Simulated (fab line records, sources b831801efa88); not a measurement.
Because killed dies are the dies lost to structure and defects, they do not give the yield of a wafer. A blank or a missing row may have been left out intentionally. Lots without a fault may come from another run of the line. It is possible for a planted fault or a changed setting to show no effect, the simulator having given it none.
fab line records	flow sky130
record: lots: 6	wafers: 18	lastDay: 50
route steps=708 shown FIELD_ISO@10
lots with no fault: from the same line, run without faults
startH: hours from the record's first day to the start of the lot's first wafer shown	waitH: hours elapsed since this lot's preceding step	" as in the row above	L1.1+2: one row covering several wafers at once	- either no value or no given start	* or withheld: withheld	< > ~ a bound
route shown NAME@n: NAME is a module with steps in the file, n the number in the route of the first one	usual: mean/standard deviation taken from wafers without a fault	same: alike in all rows	chamber/n: place in a boat	sites: each site's reading	_std_site: standard deviation across them	_edge_site: the outer-site mean with the inner-site mean subtracted	radiusMm: for every site, how far away it sits from the centre of the wafer	mask NAME#n: copy n	behind: tool/chamber where the wafer was last shaped	hold: what put the lot on hold/how long, in hours/how the hold closed	device: transistor that didn't switch, given as n, p or np	end of line: the same wafers' tests at the end of the route	where a step has no rows: the recipe by itself	killed: not the wafer's yield, but the dies lost to structure and defects at the first sort	map: a wafer's dies, x killed, . not, _ none there
set.NAME: the setting as run; set.NAME@STEP: as run at that earlier step	model.NAME: the simulator's own value behind a step, which no gauge read
a table for each step, a row for each wafer; lots at some steps of the route
services: the hour from which a tool's chamber was out of use, counted from the record's first day as startH (under 0 if before that day), plus the number of hours and why
== steps ==
step: SKY_FIELD_ISO_SOFTBAKE_09
recipe: tempC: 100	timeS: 90	resist: KrF-thick
step: SKY_FIELD_ISO_EXPOSE_10
recipe: maskId: FOM	na: 0.68	sourceShape: annular	sigmaInner: 0.4	sigmaOuter: 0.8	targetCdNm: 150	doseMj: 28.47
step: SKY_FIELD_ISO_PEB_11
recipe: pebTempC: withheld	pebTimeS: withheld	resist: KrF-thick
step: SKY_FIELD_ISO_DEVELOP_12
recipe: developTimeS: 60	resist: KrF-thick	devTempC: 21
step: SKY_FIELD_ISO_CD_MEAS_13
recipe: targetCdNm: 150
usual: cdNm: 149.7/1.8
lot.wafer	tool	chamber	startH	waitH	cdNm
L215.1	cdSem-02	-	68.77	-	148.8
L215.5	"	-	"	"	149.4
L215.6	"	-	"	"	148.8
L217.3	cdSem-01	-	85.11	-	150.4
L217.4	"	-	"	"	151.3
L217.6	"	-	"	"	152.2
L219.1	cdSem-02	-	91.52	-	150.3
L219.4	"	-	"	"	150.0
L219.6	"	-	"	"	149.1
L226.1	cdSem-02	-	129.97	-	150.2
L226.3	"	-	"	"	148.6
L226.5	"	-	"	"	149.5
L229.2	cdSem-01	-	144.50	-	150.7
L229.3	"	-	"	"	150.5
L229.4	"	-	"	"	150.1
L230.1	cdSem-02	-	147.22	-	148.5
L230.3	"	-	"	"	148.0
L230.4	"	-	"	"	150.9
step: SKY_FIELD_ISO_ETCH_14
recipe: chemistry: N2/H2	target: BARC	ionEnergyEv: 200	sourceW: 486.1	biasW: 100	pressureMtorr: 30	n2FlowSccm: 100	h2FlowSccm: 200	stopOn: SiO2	timeS: 45.9	targetDepthA: 600
usual: biasW: 100.00/0.29	chamberPressureMTorr: 30.001/0.028	drypumpMotorCurrentA: 6.0/0.42	oesProductAu: 0.855/0.0053	throttleValvePct: 13.225/0.0091
lot.wafer	tool	chamber	startH	waitH	biasW	chamberPressureMTorr	drypumpMotorCurrentA	oesProductAu	rfHoursCounterH	throttleValvePct
L215.1	rieDiel-01	1	68.89	0.1	99.71	30.003	5.9	0.855	127	13.220
L215.5	"	3	"	"	100.05	30.006	5.2	0.859	-	13.240
L215.6	"	2	"	"	100.01	30.017	6.5	0.856	-	13.215
L217.3	rieDiel-03	1	85.19	0.1	99.97	30.037	6.7	0.848	134	13.216
L217.4	"	0	"	"	99.91	30.009	6.1	0.863	33	13.236
L217.6	"	0	"	"	100.13	30.032	6.1	0.851	-	13.229
L219.1	rieDiel-03	1	91.64	0.1	100.28	30.016	6.7	0.855	134	13.228
L219.4	"	2	"	"	100.02	30.003	6.2	0.858	-	13.230
L219.6	"	3	"	"	99.27	30.058	5.8	0.853	-	13.208
L226.1	rieDiel-03	1	130.09	0.1	100.33	30.016	6.7	0.845	134	13.238
L226.3	"	3	"	"	100.01	29.963	5.8	0.847	88	13.233
L226.5	"	3	"	"	100.06	30.047	5.8	0.860	-	13.232
L229.2	rieDiel-01	3	144.60	0.1	99.79	30.016	5.2	0.868	133	13.238
L229.3	"	0	"	"	100.10	30.018	6.2	0.860	0	13.215
L229.4	"	1	"	"	99.56	29.974	5.9	0.861	128	13.230
L230.1	rieDiel-02	3	147.34	0.1	100.06	30.049	5.5	0.855	28	13.243
L230.3	"	1	"	"	99.70	29.998	5.7	0.854	64	13.225
L230.4	"	0	"	"	99.62	30.022	6.2	0.863	144	13.228
step: SKY_FIELD_ISO_ETCH_15
recipe: chemistry: CHF3/O2	targetDepthNm: 180	stopOn: Si	sourceW: 600	biasW: 200	pressureMtorr: 40	chf3FlowSccm: 50	O2_flow_sccm: 5	timeS: 72
usual: O2_flow_sccm: 5.001/0.016	biasW: 200.0/0.58	drypumpMotorCurrentA: 6.0/0.42	oesProductAu: 0.947/0.0073	throttleValvePct: 8.844/0.0098
lot.wafer	tool	chamber	startH	waitH	O2_flow_sccm	biasW	drypumpMotorCurrentA	oesProductAu	rfHoursCounterH	throttleValvePct
L215.1	rieDiel-01	1	68.93	0.0	5.005	199.3	5.9	0.960	127	8.858
L215.5	"	3	"	"	5.011	199.6	5.2	0.953	-	8.849
L215.6	"	2	"	"	5.005	200.0	6.4	0.947	-	8.843
L217.3	rieDiel-03	1	85.23	0.0	5.009	199.9	6.7	0.942	134	8.828
L217.4	"	0	"	"	4.983	200.6	6.1	0.946	33	8.851
L217.6	"	0	"	"	4.966	200.6	6.1	0.943	-	8.851
L219.1	rieDiel-03	1	91.68	0.0	5.009	200.3	6.7	0.943	134	8.845
L219.4	"	2	"	"	4.981	201.2	6.2	0.942	-	8.849
L219.6	"	3	"	"	4.990	200.8	5.8	0.938	-	8.826
L226.1	rieDiel-03	1	130.13	0.0	4.990	200.2	6.7	0.948	135	8.849
L226.3	"	3	"	"	5.019	200.0	5.8	0.946	88	8.841
L226.5	"	3	"	"	5.028	200.1	5.8	0.955	-	8.853
L229.2	rieDiel-01	3	144.64	0.0	4.984	200.4	5.2	0.962	133	8.839
L229.3	"	0	"	"	5.016	200.3	6.2	0.959	0	8.842
L229.4	"	1	"	"	5.016	199.8	5.9	0.955	129	8.845
L230.1	rieDiel-02	3	147.38	0.0	4.981	201.0	5.5	0.949	28	8.821
L230.3	"	1	"	"	4.989	199.5	5.7	0.937	64	8.838
L230.4	"	0	"	"	5.015	199.0	6.2	0.953	144	8.832
step: SKY_FIELD_ISO_STRIP_16
recipe: chemistry: O2/N2	powerW: 1400	pressureMtorr: 1500	platenTempC: withheld	o2FlowSccm: 3000	n2FlowSccm: 300	overashFraction: 0.5
usual: drypumpMotorCurrentA: 5.7/0.32	oesProductAu: 0.378/0.0047	stripTimeToEndpointS: 3.553/0.029
same: overashFraction: 0.5
lot.wafer	tool	chamber	startH	waitH	drypumpMotorCurrentA	oesProductAu	rfHoursCounterH	stripTimeToEndpointS
L215.1	plasmaAsher-02	1	68.99	0.0	5.8	0.373	40	3.536
L215.5	"	1	"	"	5.8	0.385	-	3.504
L215.6	"	0	"	"	5.6	0.383	-	3.521
L217.3	plasmaAsher-04	1	85.32	0.1	6.1	0.376	-	3.596
L217.4	"	0	"	"	5.8	0.384	-	3.560
L217.6	"	1	"	"	6.1	0.377	-	3.586
L219.1	plasmaAsher-02	0	91.74	0.0	5.5	0.373	42	3.555
L219.4	"	1	"	"	5.8	0.383	-	3.578
L219.6	"	0	"	"	5.6	0.378	-	3.572
L226.1	plasmaAsher-01	1	130.19	0.0	5.1	0.376	32	3.536
L226.3	"	1	"	"	5.1	0.376	-	3.541
L226.5	"	0	"	"	5.7	0.382	-	3.548
L229.2	plasmaAsher-01	0	144.70	0.0	5.7	0.373	34	3.529
L229.3	"	0	"	"	5.7	0.383	-	3.595
L229.4	"	1	"	"	5.1	0.374	-	3.566
L230.1	plasmaAsher-04	1	147.44	0.0	6.2	0.382	46	3.562
L230.3	"	1	"	"	6.2	0.371	-	3.538
L230.4	"	0	"	"	5.8	0.376	-	3.523
step: SKY_FIELD_ISO_ETCH_17
recipe: targetDepthA: 3420	maskMaterial: Si3N4	chemistry: HBr/Cl2/O2	target: Si	taperDeg: 5	icpW: 600	biasW: 150	pressureMtorr: 15	HBr_flow_sccm: 150	Cl2_flow_sccm: 40	O2_flow_sccm: 6	timeS: 97.7
usual: HBr_flow_sccm: 150.0/0.41	O2_flow_sccm: 6.000/0.017	biasW: 150.0/0.4	drypumpMotorCurrentA: 5.9/0.34	mfcCl2Sccm: 39.99/0.12	oesProductAu: 1.001/0.0077	throttleValvePct: 25.656/0.01
lot.wafer	tool	chamber	startH	waitH	HBr_flow_sccm	O2_flow_sccm	biasW	drypumpMotorCurrentA	mfcCl2Sccm	oesProductAu	rfHoursCounterH	throttleValvePct
L215.1	rieSi-01	2	69.09	0.1	150.3	5.998	150.1	6.2	39.72	1.004	98	25.641
L215.5	"	0	"	"	149.9	5.994	150.7	5.5	40.13	0.991	-	25.659
L215.6	"	1	"	"	150.0	5.972	149.6	6.6	40.19	1.000	-	25.674
L217.3	rieSi-02	1	85.39	0.0	149.8	6.012	150.1	5.9	39.91	1.011	28	25.652
L217.4	"	0	"	"	150.8	6.007	149.9	5.7	40.05	1.014	127	25.639
L217.6	"	3	"	"	150.5	5.973	149.6	5.7	39.97	0.999	-	25.658
L219.1	rieSi-01	2	91.84	0.1	149.7	6.015	149.7	6.2	39.84	1.003	98	25.650
L219.4	"	0	"	"	150.4	5.994	150.3	5.5	40.02	0.996	4	25.655
L219.6	"	2	"	"	149.7	6.020	149.5	6.2	39.99	1.000	-	25.646
L226.1	rieSi-02	3	130.29	0.1	150.5	5.987	149.6	5.7	39.86	1.004	122	25.648
L226.3	"	2	"	"	150.2	5.999	149.7	6.0	40.14	1.011	16	25.668
L226.5	"	3	"	"	150.5	6.007	150.3	5.7	39.92	1.009	-	25.659
L229.2	rieSi-02	3	144.80	0.1	149.9	5.993	150.1	5.7	39.83	1.011	122	25.628
L229.3	"	1	"	"	150.8	6.008	149.3	5.9	39.91	1.003	29	25.661
L229.4	"	2	"	"	149.9	6.025	149.1	6.0	40.04	1.009	16	25.631
L230.1	rieSi-02	0	147.54	0.1	149.2	5.994	151.1	5.7	39.84	0.999	127	25.673
L230.3	"	2	"	"	150.1	6.001	149.9	6.0	40.22	1.003	16	25.648
L230.4	"	3	"	"	150.0	6.008	150.0	5.7	40.00	1.000	122	25.653
step: SKY_FIELD_ISO_WET_ETCH_18
recipe: chemistry: H3PO4	targetDepthNm: 25	tempC: 160	target: Si3N4	timeS: 286
step: SKY_FIELD_ISO_CLEAN_19
recipe: chemistry: SC1/SC2	mix: 1:4:20	tempC: 70	timeS: 150
step: SKY_FIELD_ISO_CLEAN_20
recipe: chemistry: dHF	timeS: 20	dilution: 100:1
step: SKY_FIELD_ISO_WET_ETCH_21
recipe: chemistry: dHF	dilution: 100:1	targetDepthNm: 20	dry: ipaMarangoni	target: SiO2	tempC: 25	timeS: 400
usual: bathHeatDutyPct: 6.6/0.87	runLengthS: 428/3.8	tempC: 25.01/0.11
lot.wafer	tool	chamber	startH	waitH	bathHeatDutyPct	runLengthS	tempC
L215.1	wetBench-02	0	69.31	0.0	6.8	427	25.06
L215.5	"	0	"	"	5.6	427	25.06
L215.6	"	0	"	"	5.5	427	25.16
L217.3	wetBench-03	2	85.61	0.0	-	-	-
L217.4	"	2	"	"	-	-	-
L217.6	"	2	"	"	-	-	-
L219.1	wetBench-02	2	92.08	0.0	-	-	-
L219.4	"	2	"	"	-	-	-
L219.6	"	2	"	"	-	-	-
L226.1	wetBench-04	3	130.51	0.0	5.7	425	25.11
L226.3	"	3	"	"	5.8	425	25.10
L226.5	"	3	"	"	6.1	425	25.16
L229.2	wetBench-03	3	145.03	0.0	6.6	433	24.97
L229.3	"	3	"	"	7.3	433	25.16
L229.4	"	3	"	"	7.1	433	25.05
L230.1	wetBench-03	0	147.77	0.0	8.2	436	25.06
L230.3	"	0	"	"	7.9	436	24.92
L230.4	"	0	"	"	8.0	436	24.99
step: SKY_FIELD_ISO_OXIDATION_22
recipe: tempC: 950	ambient: O2	stabiliseS: 600	purgeS: 300	targetThkA: 100	oxTimeS: 623
== services ==
tool	chamber	startH	hours	kind
plasmaAsher-04	-	82.22	3.0	repair
rieSi-01	-	84.71	2.8	pm
rieDiel-03	0	90.66	8.2	repair
plasmaAsher-02	-	108.75	9.0	pm
plasmaAsher-02	0	108.75	9.0	ventCycle
plasmaAsher-02	1	108.75	9.0	ventCycle
rieSi-01	1	112.10	15.1	repair
plasmaAsher-02	0	117.75	-	clean
plasmaAsher-02	1	117.75	-	clean
rieDiel-01	0	118.05	-	clean
rieDiel-01	0	118.05	22.8	scheduledDown
rieDiel-01	0	118.05	22.8	ventCycle
rieDiel-02	0	129.40	10.7	repair
wetBench-02	-	129.80	1.9	pm
rieDiel-03	-	132.95	2.8	pm
rieSi-01	3	133.12	151.0	repair
plasmaAsher-02	-	133.83	28.1	pm
rieDiel-01	-	145.17	22.8	repair
== key ==
firstSign: step: SKY_FIELD_ISO_WET_ETCH_21	reading: toolRecord	direction: missing
effect none on later readings
metAt SKY_FIELD_ISO_WET_ETCH_21
struckWafers L217.3,L217.4,L217.6,L219.1,L219.4,L219.6
sortLeftOut L219.1,L219.4,L219.6
testerLeftOut L217,L219
onsetBetween 69.31 85.61
fault: kind: skippedStepWhole	tool: wetBench-02,wetBench-03	chamber: -	onsetH: 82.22	steps: SKY_FIELD_ISO_WET_ETCH_21	scope: struckLotsOnly
testerLeftOut: of these lots the tester's yield and bins aren't shown, on N5 and GAA mostly nor the transistor test; their killed dies are dies lost to structure and defects alone, not to doping, threshold or leakage, so they don't give the yield
sortLeftOut: the simulated sort isn't trusted on such a fault, so these wafers' sort isn't shown, and their yield isn't known
